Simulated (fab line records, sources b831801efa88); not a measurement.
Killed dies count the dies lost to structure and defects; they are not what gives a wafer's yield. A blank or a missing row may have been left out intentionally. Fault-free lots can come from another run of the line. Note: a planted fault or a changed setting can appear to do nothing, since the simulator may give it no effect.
What tool caused it? || flow sky130 || 24 lots, 72 wafers sampled, at 6 steps of a route of 708

== WHAT EACH GAUGE READ, for each wafer ==
SKY_CAPM_THK_MEAS_01. Usual: for CAPM_CVD_00_THK the level is 15.59 nm and the standard deviation is 0.21.
{"lot": "L075", "measured": "day 37 03:59", "on": "film_metro-04", "CAPM_CVD_00_THK (nm)": "15.69 15.71 15.43", "flag": ""}
{"lot": "L077", "measured": "day 37 20:59", "on": "film_metro-03", "CAPM_CVD_00_THK (nm)": "15.59 15.39 15.39", "flag": ""}
{"lot": "L074", "measured": "day 37 21:50", "on": "film_metro-03", "CAPM_CVD_00_THK (nm)": "15.38 15.73 15.95", "flag": ""}
{"lot": "L076", "measured": "day 37 22:10", "on": "film_metro-02", "CAPM_CVD_00_THK (nm)": "15.52 15.61 15.71", "flag": ""}
{"lot": "L078", "measured": "day 37 23:06", "on": "film_metro-02", "CAPM_CVD_00_THK (nm)": "15.57 15.73 15.65", "flag": ""}
{"lot": "L079", "measured": "day 38 02:43", "on": "film_metro-03", "CAPM_CVD_00_THK (nm)": "15.45 15.54 15.62", "flag": ""}
{"lot": "L080", "measured": "day 38 07:40", "on": "film_metro-03", "CAPM_CVD_00_THK (nm)": "15.53 15.51 15.70", "flag": ""}
{"lot": "L081", "measured": "day 38 15:12", "on": "film_metro-02", "CAPM_CVD_00_THK (nm)": "15.51 15.39 15.64", "flag": ""}
{"lot": "L082", "measured": "day 39 03:07", "on": "film_metro-02", "CAPM_CVD_00_THK (nm)": "15.85 15.49 15.25", "flag": ""}
{"lot": "L084", "measured": "day 39 13:42", "on": "film_metro-03", "CAPM_CVD_00_THK (nm)": "15.55 15.81 15.99", "flag": ""}
{"lot": "L083", "measured": "day 39 14:33", "on": "film_metro-04", "CAPM_CVD_00_THK (nm)": "15.62 15.62 15.66", "flag": ""}
{"lot": "L085", "measured": "day 39 17:01", "on": "film_metro-03", "CAPM_CVD_00_THK (nm)": "15.84 15.27 15.59", "flag": ""}
{"lot": "L086", "measured": "day 40 15:35", "on": "film_metro-03", "CAPM_CVD_00_THK (nm)": "15.47 15.62 15.50", "flag": ""}
{"lot": "L088", "measured": "day 41 08:28", "on": "film_metro-03", "CAPM_CVD_00_THK (nm)": "15.46 15.77 15.72", "flag": ""}
{"lot": "L087", "measured": "day 41 14:40", "on": "film_metro-04", "CAPM_CVD_00_THK (nm)": "15.33 15.29 15.75", "flag": ""}
{"lot": "L090", "measured": "day 41 19:48", "on": "film_metro-04", "CAPM_CVD_00_THK (nm)": "15.13 15.53 15.76", "flag": ""}
{"lot": "L089", "measured": "day 41 21:22", "on": "film_metro-02", "CAPM_CVD_00_THK (nm)": "15.31 16.08 15.74", "flag": ""}
{"lot": "L092", "measured": "day 42 03:25", "on": "film_metro-03", "CAPM_CVD_00_THK (nm)": "15.65 15.41 15.83", "flag": ""}
{"lot": "L091", "measured": "day 42 06:15", "on": "film_metro-04", "CAPM_CVD_00_THK (nm)": "15.30 15.47 15.89", "flag": ""}
{"lot": "L093", "measured": "day 42 10:51", "on": "film_metro-02", "CAPM_CVD_00_THK (nm)": "15.53 15.49 15.88", "flag": ""}
{"lot": "L094", "measured": "day 42 17:28", "on": "film_metro-03", "CAPM_CVD_00_THK (nm)": "15.82 15.40 15.57", "flag": ""}
{"lot": "L095", "measured": "day 43 03:39", "on": "film_metro-03", "CAPM_CVD_00_THK (nm)": "15.93 15.62 15.58", "flag": ""}
{"lot": "L096", "measured": "day 43 08:19", "on": "film_metro-04", "CAPM_CVD_00_THK (nm)": "15.15 15.37 15.55", "flag": ""}
{"lot": "L097", "measured": "day 43 12:49", "on": "film_metro-04", "CAPM_CVD_00_THK (nm)": "15.45 15.58 15.79", "flag": ""}

SKY_CAPM_RS_MEAS_03: measures by four-point-probe. Usual: for CAPM_TIN_RS the level is 6.89 ohm/sq and the standard deviation is 0.085.
{"lot": "L075", "measured": "day 37 04:10", "on": "film_metro-04", "CAPM_TIN_RS (ohm/sq)": "6.87 6.88 6.83", "flag": ""}
{"lot": "L077", "measured": "day 37 21:10", "on": "film_metro-02", "CAPM_TIN_RS (ohm/sq)": "6.94 6.98 7.00", "flag": ""}
{"lot": "L074", "measured": "day 37 22:01", "on": "film_metro-03", "CAPM_TIN_RS (ohm/sq)": "6.97 6.98 6.97", "flag": ""}
{"lot": "L076", "measured": "day 37 22:21", "on": "film_metro-03", "CAPM_TIN_RS (ohm/sq)": "6.88 6.94 6.95", "flag": ""}
{"lot": "L078", "measured": "day 37 23:16", "on": "film_metro-04", "CAPM_TIN_RS (ohm/sq)": "6.90 7.00 6.78", "flag": ""}
{"lot": "L079", "measured": "day 38 02:53", "on": "film_metro-03", "CAPM_TIN_RS (ohm/sq)": "7.04 6.82 7.03", "flag": ""}
{"lot": "L080", "measured": "day 38 07:50", "on": "film_metro-03", "CAPM_TIN_RS (ohm/sq)": "6.80 6.98 7.00", "flag": ""}
{"lot": "L081", "measured": "day 38 15:23", "on": "film_metro-03", "CAPM_TIN_RS (ohm/sq)": "6.99 6.94 6.93", "flag": ""}
{"lot": "L082", "measured": "day 39 03:17", "on": "film_metro-03", "CAPM_TIN_RS (ohm/sq)": "6.92 6.76 6.95", "flag": ""}
{"lot": "L084", "measured": "day 39 13:53", "on": "film_metro-04", "CAPM_TIN_RS (ohm/sq)": "6.95 6.81 6.92", "flag": ""}
{"lot": "L083", "measured": "day 39 14:44", "on": "film_metro-03", "CAPM_TIN_RS (ohm/sq)": "6.75 6.99 6.95", "flag": ""}
{"lot": "L085", "measured": "day 39 17:12", "on": "film_metro-04", "CAPM_TIN_RS (ohm/sq)": "6.84 6.83 6.89", "flag": ""}
{"lot": "L086", "measured": "day 40 15:46", "on": "film_metro-02", "CAPM_TIN_RS (ohm/sq)": "6.90 6.86 6.85", "flag": ""}
{"lot": "L088", "measured": "day 41 08:38", "on": "film_metro-04", "CAPM_TIN_RS (ohm/sq)": "6.88 6.74 6.81", "flag": ""}
{"lot": "L087", "measured": "day 41 14:50", "on": "film_metro-02", "CAPM_TIN_RS (ohm/sq)": "6.82 7.04 6.94", "flag": ""}
{"lot": "L090", "measured": "day 41 19:58", "on": "film_metro-02", "CAPM_TIN_RS (ohm/sq)": "6.98 6.76 7.01", "flag": ""}
{"lot": "L089", "measured": "day 41 21:34", "on": "film_metro-04", "CAPM_TIN_RS (ohm/sq)": "6.75 6.75 6.81", "flag": ""}
{"lot": "L092", "measured": "day 42 03:35", "on": "film_metro-02", "CAPM_TIN_RS (ohm/sq)": "6.89 6.85 6.89", "flag": ""}
{"lot": "L091", "measured": "day 42 06:25", "on": "film_metro-02", "CAPM_TIN_RS (ohm/sq)": "6.97 6.95 6.90", "flag": ""}
{"lot": "L093", "measured": "day 42 11:01", "on": "film_metro-04", "CAPM_TIN_RS (ohm/sq)": "6.94 6.86 6.99", "flag": ""}
{"lot": "L094", "measured": "day 42 17:38", "on": "film_metro-04", "CAPM_TIN_RS (ohm/sq)": "6.87 6.87 6.91", "flag": ""}
{"lot": "L095", "measured": "day 43 03:50", "on": "film_metro-04", "CAPM_TIN_RS (ohm/sq)": "6.86 6.81 6.87", "flag": ""}
{"lot": "L096", "measured": "day 43 08:29", "on": "film_metro-04", "CAPM_TIN_RS (ohm/sq)": "6.84 6.81 6.75", "flag": ""}
{"lot": "L097", "measured": "day 43 12:59", "on": "film_metro-03", "CAPM_TIN_RS (ohm/sq)": "6.85 7.03 6.86", "flag": ""}

SKY_PASSIVATION_THK_MEAS_01. Usual: for PASSIVATION_CVD_00_THK the level is 89.7 nm and the standard deviation is 1.2.
{"lot": "L075", "measured": "day 44 15:36", "on": "film_metro-04", "PASSIVATION_CVD_00_THK (nm)": "88.3 89.9 89.1", "flag": ""}
{"lot": "L077", "measured": "day 45 04:52", "on": "film_metro-04", "PASSIVATION_CVD_00_THK (nm)": "89.4 88.4 88.5", "flag": ""}
{"lot": "L074", "measured": "day 45 05:15", "on": "film_metro-04", "PASSIVATION_CVD_00_THK (nm)": "89.9 90.7 89.8", "flag": ""}
{"lot": "L076", "measured": "day 45 06:57", "on": "film_metro-01", "PASSIVATION_CVD_00_THK (nm)": "88.1 87.3 89.7", "flag": ""}
{"lot": "L078", "measured": "day 45 08:34", "on": "film_metro-04", "PASSIVATION_CVD_00_THK (nm)": "90.7 88.0 92.3", "flag": ""}
{"lot": "L079", "measured": "day 45 08:50", "on": "film_metro-04", "PASSIVATION_CVD_00_THK (nm)": "88.3 88.5 89.9", "flag": ""}
{"lot": "L080", "measured": "day 45 14:45", "on": "film_metro-04", "PASSIVATION_CVD_00_THK (nm)": "90.3 91.1 89.9", "flag": ""}
{"lot": "L081", "measured": "day 45 22:16", "on": "film_metro-04", "PASSIVATION_CVD_00_THK (nm)": "90.9 92.4 92.2", "flag": ""}
{"lot": "L082", "measured": "day 46 09:36", "on": "film_metro-01", "PASSIVATION_CVD_00_THK (nm)": "89.7 89.9 91.2", "flag": ""}
{"lot": "L084", "measured": "day 46 16:28", "on": "film_metro-04", "PASSIVATION_CVD_00_THK (nm)": "88.8 89.4 90.4", "flag": ""}
{"lot": "L083", "measured": "day 46 17:18", "on": "film_metro-01", "PASSIVATION_CVD_00_THK (nm)": "89.6 90.5 91.3", "flag": ""}
{"lot": "L085", "measured": "day 46 20:32", "on": "film_metro-04", "PASSIVATION_CVD_00_THK (nm)": "87.8 89.7 90.4", "flag": ""}
{"lot": "L086", "measured": "day 47 15:44", "on": "film_metro-01", "PASSIVATION_CVD_00_THK (nm)": "88.3 91.0 89.3", "flag": ""}
{"lot": "L088", "measured": "day 48 04:17", "on": "film_metro-04", "PASSIVATION_CVD_00_THK (nm)": "89.1 87.8 89.2", "flag": ""}
{"lot": "L087", "measured": "day 48 08:04", "on": "film_metro-04", "PASSIVATION_CVD_00_THK (nm)": "89.2 87.7 91.3", "flag": ""}
{"lot": "L090", "measured": "day 48 15:11", "on": "film_metro-01", "PASSIVATION_CVD_00_THK (nm)": "90.9 89.0 91.5", "flag": ""}
{"lot": "L089", "measured": "day 48 16:38", "on": "film_metro-01", "PASSIVATION_CVD_00_THK (nm)": "88.6 90.1 90.0", "flag": ""}
{"lot": "L092", "measured": "day 48 18:26", "on": "film_metro-04", "PASSIVATION_CVD_00_THK (nm)": "88.8 86.3 90.5", "flag": ""}
{"lot": "L091", "measured": "day 48 22:41", "on": "film_metro-04", "PASSIVATION_CVD_00_THK (nm)": "88.7 87.7 89.2", "flag": ""}
{"lot": "L093", "measured": "day 48 23:15", "on": "film_metro-04", "PASSIVATION_CVD_00_THK (nm)": "90.3 89.7 89.4", "flag": ""}
{"lot": "L094", "measured": "day 49 08:25", "on": "film_metro-01", "PASSIVATION_CVD_00_THK (nm)": "88.8 89.3 91.4", "flag": ""}
{"lot": "L095", "measured": "day 49 15:27", "on": "film_metro-04", "PASSIVATION_CVD_00_THK (nm)": "88.9 90.9 90.1", "flag": ""}
{"lot": "L096", "measured": "day 49 19:47", "on": "film_metro-02", "PASSIVATION_CVD_00_THK (nm)": "88.9 88.0 89.5", "flag": ""}
{"lot": "L097", "measured": "day 49 21:54", "on": "film_metro-04", "PASSIVATION_CVD_00_THK (nm)": "89.3 90.4 92.2", "flag": ""}

== WHAT TOOL EACH LOT RAN ON (gives the tool, then ch and the chambers of the sampled wafers, and finally the start) ==
{"lot": "L075", "SKY_METAL4_SPUTTER_01": "pvd_sputter-01, day 40 11:37", "SKY_METAL4_ETCH_17": "rie_diel-01 ch 2,3, day 42 12:26", "SKY_METAL5_DESCUM_14": "rie_metal-04 ch 0, day 44 14:02"}
{"lot": "L077", "SKY_METAL4_SPUTTER_01": "pvd_sputter-01, day 41 03:13", "SKY_METAL4_ETCH_17": "rie_diel-02 ch 0,2, day 43 04:02", "SKY_METAL5_DESCUM_14": "rie_metal-03 ch 1, day 45 03:58"}
{"lot": "L074", "SKY_METAL4_SPUTTER_01": "pvd_sputter-01, day 41 03:49", "SKY_METAL4_ETCH_17": "rie_diel-01 ch 0,1, day 43 04:27", "SKY_METAL5_DESCUM_14": "rie_metal-02 ch 0,1, day 45 04:17"}
{"lot": "L076", "SKY_METAL4_SPUTTER_01": "pvd_sputter-04, day 41 04:56", "SKY_METAL4_ETCH_17": "rie_diel-03 ch 0,1,2, day 43 05:36", "SKY_METAL5_DESCUM_14": "rie_metal-04 ch 0, day 45 05:58"}
{"lot": "L078", "SKY_METAL4_SPUTTER_01": "pvd_sputter-01, day 41 06:27", "SKY_METAL4_ETCH_17": "rie_diel-02 ch 2,3, day 43 06:44", "SKY_METAL5_DESCUM_14": "rie_metal-02 ch 1, day 45 07:35"}
{"lot": "L079", "SKY_METAL4_SPUTTER_01": "pvd_sputter-04, day 41 07:27", "SKY_METAL4_ETCH_17": "rie_diel-03 ch 1,2,3, day 43 07:26", "SKY_METAL5_DESCUM_14": "rie_metal-04 ch 0,1, day 45 07:55"}
{"lot": "L080", "SKY_METAL4_SPUTTER_01": "pvd_sputter-03, day 41 13:17", "SKY_METAL4_ETCH_17": "rie_diel-02 ch 1,3, day 43 14:13", "SKY_METAL5_DESCUM_14": "rie_metal-02 ch 0,1, day 45 13:52"}
{"lot": "L081", "SKY_METAL4_SPUTTER_01": "pvd_sputter-04, day 41 21:20", "SKY_METAL4_ETCH_17": "rie_diel-03 ch 0,1,2, day 43 21:47", "SKY_METAL5_DESCUM_14": "rie_metal-02 ch 0,1, day 45 21:22"}
{"lot": "L082", "SKY_METAL4_SPUTTER_01": "pvd_sputter-01, day 42 08:34", "SKY_METAL4_ETCH_17": "rie_diel-01 ch 1,2,3, day 44 07:47", "SKY_METAL5_DESCUM_14": "rie_metal-02 ch 0,1, day 46 08:35"}
{"lot": "L084", "SKY_METAL4_SPUTTER_01": "pvd_sputter-04, day 42 17:35", "SKY_METAL4_ETCH_17": "rie_diel-03 ch 0,2, day 44 16:08", "SKY_METAL5_DESCUM_14": "rie_metal-04 ch 0,1, day 46 15:34"}
{"lot": "L083", "SKY_METAL4_SPUTTER_01": "pvd_sputter-01, day 42 18:44", "SKY_METAL4_ETCH_17": "rie_diel-03 ch 0,2, day 44 18:03", "SKY_METAL5_DESCUM_14": "rie_metal-04 ch 0,1, day 46 16:24"}
{"lot": "L085", "SKY_METAL4_SPUTTER_01": "pvd_sputter-01, day 42 20:52", "SKY_METAL4_ETCH_17": "rie_diel-01 ch 1,2,3, day 44 19:48", "SKY_METAL5_DESCUM_14": "rie_metal-02 ch 0,1, day 46 19:25"}
{"lot": "L086", "SKY_METAL4_SPUTTER_01": "pvd_sputter-01, day 43 18:43", "SKY_METAL4_ETCH_17": "rie_diel-01 ch 0,1, day 45 16:44", "SKY_METAL5_DESCUM_14": "rie_metal-03 ch 0, day 47 14:50"}
{"lot": "L088", "SKY_METAL4_SPUTTER_01": "pvd_sputter-01, day 44 10:05", "SKY_METAL4_ETCH_17": "rie_diel-01 ch 1,2,3, day 46 08:23", "SKY_METAL5_DESCUM_14": "rie_metal-03 ch 0,1, day 48 03:25"}
{"lot": "L087", "SKY_METAL4_SPUTTER_01": "pvd_sputter-03, day 44 16:20", "SKY_METAL4_ETCH_17": "rie_diel-01 ch 0,2,3, day 46 12:35", "SKY_METAL5_DESCUM_14": "rie_metal-04 ch 1, day 48 06:55"}
{"lot": "L090", "SKY_METAL4_SPUTTER_01": "pvd_sputter-01, day 44 21:25", "SKY_METAL4_ETCH_17": "rie_diel-02 ch 1,2,3, day 46 19:11", "SKY_METAL5_DESCUM_14": "rie_metal-04 ch 0,1, day 48 14:16"}
{"lot": "L089", "SKY_METAL4_SPUTTER_01": "pvd_sputter-03, day 44 23:55", "SKY_METAL4_ETCH_17": "rie_diel-02 ch 0,1, day 46 21:47", "SKY_METAL5_DESCUM_14": "rie_metal-02 ch 1, day 48 15:43"}
{"lot": "L092", "SKY_METAL4_SPUTTER_01": "pvd_sputter-04, day 45 03:33", "SKY_METAL4_ETCH_17": "rie_diel-02 ch 0,1,3, day 47 00:11", "SKY_METAL5_DESCUM_14": "rie_metal-03 ch 0,1, day 48 17:32"}
{"lot": "L091", "SKY_METAL4_SPUTTER_01": "pvd_sputter-03, day 45 08:18", "SKY_METAL4_ETCH_17": "rie_diel-01 ch 1,3, day 47 05:08", "SKY_METAL5_DESCUM_14": "rie_metal-02 ch 0,1, day 48 21:49"}
{"lot": "L093", "SKY_METAL4_SPUTTER_01": "pvd_sputter-01, day 45 11:06", "SKY_METAL4_ETCH_17": "rie_diel-03 ch 0,3, day 47 06:05", "SKY_METAL5_DESCUM_14": "rie_metal-04 ch 0,1, day 48 22:22"}
{"lot": "L094", "SKY_METAL4_SPUTTER_01": "pvd_sputter-01, day 45 18:30", "SKY_METAL4_ETCH_17": "rie_diel-02 ch 1,3, day 47 14:02", "SKY_METAL5_DESCUM_14": "rie_metal-03 ch 0,1, day 49 07:28"}
{"lot": "L095", "SKY_METAL4_SPUTTER_01": "pvd_sputter-04, day 46 03:05", "SKY_METAL4_ETCH_17": "rie_diel-02 ch 0,1,2, day 47 21:35", "SKY_METAL5_DESCUM_14": "rie_metal-03 ch 0,1, day 49 13:46"}
{"lot": "L096", "SKY_METAL4_SPUTTER_01": "pvd_sputter-03, day 46 09:30", "SKY_METAL4_ETCH_17": "rie_diel-03 ch 0,2,3, day 48 03:56", "SKY_METAL5_DESCUM_14": "rie_metal-03 ch 0,1, day 49 18:50"}
{"lot": "L097", "SKY_METAL4_SPUTTER_01": "pvd_sputter-01, day 46 13:29", "SKY_METAL4_ETCH_17": "rie_diel-01 ch 2,3, day 48 06:37", "SKY_METAL5_DESCUM_14": "rie_metal-02 ch 0,1, day 49 20:58"}
- SKY_METAL4_SPUTTER_01: material TiN, target thk 20 nm, time 16.7 s.
- SKY_METAL4_ETCH_17: etches SiO2 in C4F8/O2/Ar, stops on TiN, time 3.9 s, target depth 15 nm.
- SKY_METAL5_DESCUM_14: chemistry O2, time 11 s.

== AS READ BY THE TOOLS THEMSELVES (means over the sampled wafers that have a number; for cases with no such wafer, the mark the record gives instead) ==
SKY_METAL4_SPUTTER_01. Usual: throttle_valve_pct 30.0 %, standard deviation 0.92.
{"lot": "L075", "tool": "pvd_sputter-01", "throttle_valve_pct (%)": 29.9, "flag": ""}
{"lot": "L077", "tool": "pvd_sputter-01", "throttle_valve_pct (%)": 30.0, "flag": ""}
{"lot": "L074", "tool": "pvd_sputter-01", "throttle_valve_pct (%)": 29.3, "flag": ""}
{"lot": "L076", "tool": "pvd_sputter-04", "throttle_valve_pct (%)": 30.3, "flag": ""}
{"lot": "L078", "tool": "pvd_sputter-01", "throttle_valve_pct (%)": 30.0, "flag": ""}
{"lot": "L079", "tool": "pvd_sputter-04", "throttle_valve_pct (%)": 30.7, "flag": ""}
{"lot": "L080", "tool": "pvd_sputter-03", "throttle_valve_pct (%)": 30.6, "flag": ""}
{"lot": "L081", "tool": "pvd_sputter-04", "throttle_valve_pct (%)": 30.6, "flag": ""}
{"lot": "L082", "tool": "pvd_sputter-01", "throttle_valve_pct (%)": 29.4, "flag": ""}
{"lot": "L084", "tool": "pvd_sputter-04", "throttle_valve_pct (%)": 30.3, "flag": ""}
{"lot": "L083", "tool": "pvd_sputter-01", "throttle_valve_pct (%)": 29.2, "flag": ""}
{"lot": "L085", "tool": "pvd_sputter-01", "throttle_valve_pct (%)": 29.9, "flag": ""}
{"lot": "L086", "tool": "pvd_sputter-01", "throttle_valve_pct (%)": 30.5, "flag": ""}
{"lot": "L088", "tool": "pvd_sputter-01", "throttle_valve_pct (%)": 29.3, "flag": ""}
{"lot": "L087", "tool": "pvd_sputter-03", "throttle_valve_pct (%)": 31.1, "flag": ""}
{"lot": "L090", "tool": "pvd_sputter-01", "throttle_valve_pct (%)": 29.3, "flag": ""}
{"lot": "L089", "tool": "pvd_sputter-03", "throttle_valve_pct (%)": 29.9, "flag": ""}
{"lot": "L092", "tool": "pvd_sputter-04", "throttle_valve_pct (%)": 30.4, "flag": ""}
{"lot": "L091", "tool": "pvd_sputter-03", "throttle_valve_pct (%)": 30.6, "flag": ""}
{"lot": "L093", "tool": "pvd_sputter-01", "throttle_valve_pct (%)": 30.6, "flag": ""}
{"lot": "L094", "tool": "pvd_sputter-01", "throttle_valve_pct (%)": 29.3, "flag": ""}
{"lot": "L095", "tool": "pvd_sputter-04", "throttle_valve_pct (%)": 30.7, "flag": ""}
{"lot": "L096", "tool": "pvd_sputter-03", "throttle_valve_pct (%)": 30.5, "flag": ""}
{"lot": "L097", "tool": "pvd_sputter-01", "throttle_valve_pct (%)": 29.1, "flag": ""}

SKY_METAL4_ETCH_17. Usual: oes_product_au 0.753 a.u., standard deviation 0.0085; rf_fwd_power_W 1467 W, standard deviation 7.8.
{"lot": "L075", "tool": "rie_diel-01", "oes_product_au (a.u.)": 0.758, "rf_fwd_power_W (W)": 1478, "flag": ""}
{"lot": "L077", "tool": "rie_diel-02", "oes_product_au (a.u.)": 0.750, "rf_fwd_power_W (W)": 1463, "flag": ""}
{"lot": "L074", "tool": "rie_diel-01", "oes_product_au (a.u.)": 0.750, "rf_fwd_power_W (W)": 1464, "flag": ""}
{"lot": "L076", "tool": "rie_diel-03", "oes_product_au (a.u.)": 0.747, "rf_fwd_power_W (W)": 1474, "flag": ""}
{"lot": "L078", "tool": "rie_diel-02", "oes_product_au (a.u.)": 0.750, "rf_fwd_power_W (W)": 1463, "flag": ""}
{"lot": "L079", "tool": "rie_diel-03", "oes_product_au (a.u.)": 0.747, "rf_fwd_power_W (W)": 1471, "flag": ""}
{"lot": "L080", "tool": "rie_diel-02", "oes_product_au (a.u.)": 0.746, "rf_fwd_power_W (W)": 1464, "flag": ""}
{"lot": "L081", "tool": "rie_diel-03", "oes_product_au (a.u.)": 0.744, "rf_fwd_power_W (W)": 1468, "flag": ""}
{"lot": "L082", "tool": "rie_diel-01", "oes_product_au (a.u.)": 0.750, "rf_fwd_power_W (W)": 1470, "flag": ""}
{"lot": "L084", "tool": "rie_diel-03", "oes_product_au (a.u.)": 0.748, "rf_fwd_power_W (W)": 1478, "flag": ""}
{"lot": "L083", "tool": "rie_diel-03", "oes_product_au (a.u.)": 0.760, "rf_fwd_power_W (W)": 1471, "flag": ""}
{"lot": "L085", "tool": "rie_diel-01", "oes_product_au (a.u.)": 0.751, "rf_fwd_power_W (W)": 1473, "flag": ""}
{"lot": "L086", "tool": "rie_diel-01", "oes_product_au (a.u.)": 0.749, "rf_fwd_power_W (W)": 1461, "flag": ""}
{"lot": "L088", "tool": "rie_diel-01", "oes_product_au (a.u.)": 0.758, "rf_fwd_power_W (W)": 1473, "flag": ""}
{"lot": "L087", "tool": "rie_diel-01", "oes_product_au (a.u.)": 0.751, "rf_fwd_power_W (W)": 1468, "flag": ""}
{"lot": "L090", "tool": "rie_diel-02", "oes_product_au (a.u.)": 0.749, "rf_fwd_power_W (W)": 1462, "flag": ""}
{"lot": "L089", "tool": "rie_diel-02", "oes_product_au (a.u.)": 0.760, "rf_fwd_power_W (W)": 1464, "flag": ""}
{"lot": "L092", "tool": "rie_diel-02", "oes_product_au (a.u.)": 0.762, "rf_fwd_power_W (W)": 1460, "flag": ""}
{"lot": "L091", "tool": "rie_diel-01", "oes_product_au (a.u.)": 0.742, "rf_fwd_power_W (W)": 1472, "flag": ""}
{"lot": "L093", "tool": "rie_diel-03", "oes_product_au (a.u.)": 0.749, "rf_fwd_power_W (W)": 1467, "flag": ""}
{"lot": "L094", "tool": "rie_diel-02", "oes_product_au (a.u.)": 0.764, "rf_fwd_power_W (W)": 1465, "flag": ""}
{"lot": "L095", "tool": "rie_diel-02", "oes_product_au (a.u.)": 0.762, "rf_fwd_power_W (W)": 1461, "flag": ""}
{"lot": "L096", "tool": "rie_diel-03", "oes_product_au (a.u.)": 0.759, "rf_fwd_power_W (W)": 1467, "flag": ""}
{"lot": "L097", "tool": "rie_diel-01", "oes_product_au (a.u.)": 0.756, "rf_fwd_power_W (W)": 1478, "flag": ""}

SKY_METAL5_DESCUM_14. Usual: drypump_motor_current_A 5.8 A, standard deviation 0.45; oes_product_au 1.003 a.u., standard deviation 0.015; rf_fwd_power_W 147.3 W, standard deviation 0.81.
{"lot": "L075", "tool": "rie_metal-04", "drypump_motor_current_A (A)": 4.8, "oes_product_au (a.u.)": 0.984, "rf_fwd_power_W (W)": 148.2, "flag": ""}
{"lot": "L077", "tool": "rie_metal-03", "drypump_motor_current_A (A)": 6.1, "oes_product_au (a.u.)": 1.022, "rf_fwd_power_W (W)": 147.7, "flag": ""}
{"lot": "L074", "tool": "rie_metal-02", "drypump_motor_current_A (A)": 5.9, "oes_product_au (a.u.)": 1.012, "rf_fwd_power_W (W)": 146.8, "flag": ""}
{"lot": "L076", "tool": "rie_metal-04", "drypump_motor_current_A (A)": 4.8, "oes_product_au (a.u.)": 0.982, "rf_fwd_power_W (W)": 148.4, "flag": ""}
{"lot": "L078", "tool": "rie_metal-02", "drypump_motor_current_A (A)": 6.0, "oes_product_au (a.u.)": 1.010, "rf_fwd_power_W (W)": 147.5, "flag": ""}
{"lot": "L079", "tool": "rie_metal-04", "drypump_motor_current_A (A)": 5.7, "oes_product_au (a.u.)": 0.993, "rf_fwd_power_W (W)": 146.8, "flag": ""}
{"lot": "L080", "tool": "rie_metal-02", "drypump_motor_current_A (A)": 5.9, "oes_product_au (a.u.)": 1.001, "rf_fwd_power_W (W)": 147.4, "flag": ""}
{"lot": "L081", "tool": "rie_metal-02", "drypump_motor_current_A (A)": 5.9, "oes_product_au (a.u.)": 0.995, "rf_fwd_power_W (W)": 147.1, "flag": ""}
{"lot": "L082", "tool": "rie_metal-02", "drypump_motor_current_A (A)": 5.9, "oes_product_au (a.u.)": 1.004, "rf_fwd_power_W (W)": 147.0, "flag": ""}
{"lot": "L084", "tool": "rie_metal-04", "drypump_motor_current_A (A)": 5.6, "oes_product_au (a.u.)": 1.007, "rf_fwd_power_W (W)": 146.4, "flag": ""}
{"lot": "L083", "tool": "rie_metal-04", "drypump_motor_current_A (A)": 5.2, "oes_product_au (a.u.)": 0.995, "rf_fwd_power_W (W)": 147.3, "flag": ""}
{"lot": "L085", "tool": "rie_metal-02", "drypump_motor_current_A (A)": 6.0, "oes_product_au (a.u.)": 1.012, "rf_fwd_power_W (W)": 146.9, "flag": ""}
{"lot": "L086", "tool": "rie_metal-03", "drypump_motor_current_A (A)": 5.7, "oes_product_au (a.u.)": 0.999, "rf_fwd_power_W (W)": 147.8, "flag": ""}
{"lot": "L088", "tool": "rie_metal-03", "drypump_motor_current_A (A)": 6.0, "oes_product_au (a.u.)": 1.018, "rf_fwd_power_W (W)": 147.8, "flag": ""}
{"lot": "L087", "tool": "rie_metal-04", "drypump_motor_current_A (A)": 6.0, "oes_product_au (a.u.)": 1.020, "rf_fwd_power_W (W)": 146.7, "flag": ""}
{"lot": "L090", "tool": "rie_metal-04", "drypump_motor_current_A (A)": 5.6, "oes_product_au (a.u.)": 1.003, "rf_fwd_power_W (W)": 146.9, "flag": ""}
{"lot": "L089", "tool": "rie_metal-02", "drypump_motor_current_A (A)": 6.0, "oes_product_au (a.u.)": 1.007, "rf_fwd_power_W (W)": 147.4, "flag": ""}
{"lot": "L092", "tool": "rie_metal-03", "drypump_motor_current_A (A)": 5.8, "oes_product_au (a.u.)": 0.998, "rf_fwd_power_W (W)": 147.6, "flag": ""}
{"lot": "L091", "tool": "rie_metal-02", "drypump_motor_current_A (A)": 5.9, "oes_product_au (a.u.)": 1.003, "rf_fwd_power_W (W)": 146.9, "flag": ""}
{"lot": "L093", "tool": "rie_metal-04", "drypump_motor_current_A (A)": 5.6, "oes_product_au (a.u.)": 1.000, "rf_fwd_power_W (W)": 147.2, "flag": ""}
{"lot": "L094", "tool": "rie_metal-03", "drypump_motor_current_A (A)": 5.8, "oes_product_au (a.u.)": 0.997, "rf_fwd_power_W (W)": 146.9, "flag": ""}
{"lot": "L095", "tool": "rie_metal-03", "drypump_motor_current_A (A)": 6.0, "oes_product_au (a.u.)": 0.999, "rf_fwd_power_W (W)": 147.5, "flag": ""}
{"lot": "L096", "tool": "rie_metal-03", "drypump_motor_current_A (A)": 6.0, "oes_product_au (a.u.)": 1.008, "rf_fwd_power_W (W)": 147.7, "flag": ""}
{"lot": "L097", "tool": "rie_metal-02", "drypump_motor_current_A (A)": 5.9, "oes_product_au (a.u.)": 0.997, "rf_fwd_power_W (W)": 146.9, "flag": ""}

== THE ANSWER, worked out from the rows above alone ==
Rule: a lot counts as off when the mean over its wafers that have a number is more than 3 standard deviations away from the usual mean. Also off: a lot with no number at a reading for which 4 or more lots have one. The other lots that the step has rows for count as sound. First the gauges in route order, then the tools' own readings, where a lot's mean is used as printed above. The first step at which some lot is off is used, and at that step the reading that is off furthest; a lot without a number counts as furthest.
None of the lots is off at any reading shown; this tells nothing.

== WHAT THE SIMULATOR PUT IN ==
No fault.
